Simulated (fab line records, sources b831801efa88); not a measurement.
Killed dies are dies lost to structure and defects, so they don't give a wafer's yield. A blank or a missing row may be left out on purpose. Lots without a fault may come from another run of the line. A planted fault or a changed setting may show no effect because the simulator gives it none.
Problem report in the 8D (eight disciplines) form, filled by code | flow gf180mcu | the parts of the form that need people (team, actions taken, sign-off) are left out

1. THE PROBLEM
HV_LDD_CVD_54_THK at GF_HV_LDD_THK_MEAS_55 reads a mean of 7.19 nm on 3 wafers of 1 lot; wafers without a fault read 10.04 nm with a standard deviation of 0.13. That is -22 standard deviations from the usual mean.
First seen on wafer L771.1, day 15 09:27, on film_metro-01. The record holds 39 wafers of 13 lots with a number at this step. Rule for "out", or "out of limits": more than 4 standard deviations from the usual mean. The other wafers with a number count as sound.

2. WHAT IT IS AND WHAT IT IS NOT
question                    | is                     | is not
which readings at this step | HV_LDD_CVD_54_THK      | -
which lots                  | L771                   | L762, L764, L765, L766, L767, L768, L769, L770, L781, L783, L784, L785
which wafers of those lots  | all that have a number | -
read on which gauges        | film_metro-01          | film_metro-02, film_metro-04
when                        | from day 15 09:27      | up to then (24 sound wafers); but 12 sound wafers of L781, L783, L784, L785 came after

3. SUSPECTS, AND WHAT RULES EACH OUT
Counting: a tool at a process step up to the reading stays a suspect if it ran every lot that is out and no sound lot after the first of them.
- the gauge at GF_HV_LDD_THK_MEAS_55: kept. All the wafers that are out were read on film_metro-01, and no step on other tools shows them out.
- plasma_asher-01 at GF_HV_LDD_STRIP_37 (strips in O2/N2): kept. It ran the lot that is out, L771 (day 14 10:28), and no sound lot after that; its last sound lot up to then is L769 (day 13 22:15).
- lpcvd-01 at GF_HV_LDD_CVD_54 (deposits SiO2 from TEOS, target thk 10 nm, time 75 s): kept. It ran the lot that is out, L771 (day 15 08:26), and no sound lot after that; its last sound lot up to then is L770 (day 15 01:34).
Left after counting: plasma_asher-01 at GF_HV_LDD_STRIP_37, lpcvd-01 at GF_HV_LDD_CVD_54, film_metro-01 at GF_HV_LDD_THK_MEAS_55.

4. THE CAUSE (what the simulator had put in)
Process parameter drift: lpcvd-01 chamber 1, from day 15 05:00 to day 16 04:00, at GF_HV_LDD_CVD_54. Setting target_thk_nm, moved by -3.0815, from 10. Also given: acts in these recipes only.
Counting left 3 suspects, and this tool is among them.

5. THE CHAIN OF EFFECTS, in route order
Each row: a reading whose mean over the struck wafers that have a number lies more than 3 standard deviations from the usual. Only readings for which the record gives a usual standard deviation are gone through. hours: the time from each lot's start at the first step in this table that gives one to its start at this step, as a median over the lots. sigmas: the change in usual standard deviations.
hours | step                  | reading           | usual    | on struck wafers | change | sigmas
0     | GF_HV_LDD_THK_MEAS_55 | HV_LDD_CVD_54_THK | 10.04 nm | 7.19             | -2.85  | -22
Later measuring or inspecting steps at which every struck wafer that the step has a row for has a number for every such reading, and none has moved that far: GF_PSD_OVL_MEAS_08, GF_SAB_OVL_MEAS_10.

6. WHAT WOULD HAVE CAUGHT IT SOONER
In this record the first reading out of limits at a measuring or inspecting step was taken at day 15 09:27, 4 hours after the fault began at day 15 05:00.
Of the tool readings at GF_HV_LDD_CVD_54 for which the record gives a usual standard deviation, none was out on any struck wafer, so an alarm limit of 4 standard deviations on them would not have fired.
All the lots that are out (1) had begun GF_HV_LDD_CVD_54 on lpcvd-01 by day 15 09:27. A hold on the tool at that time would have spared none of them.
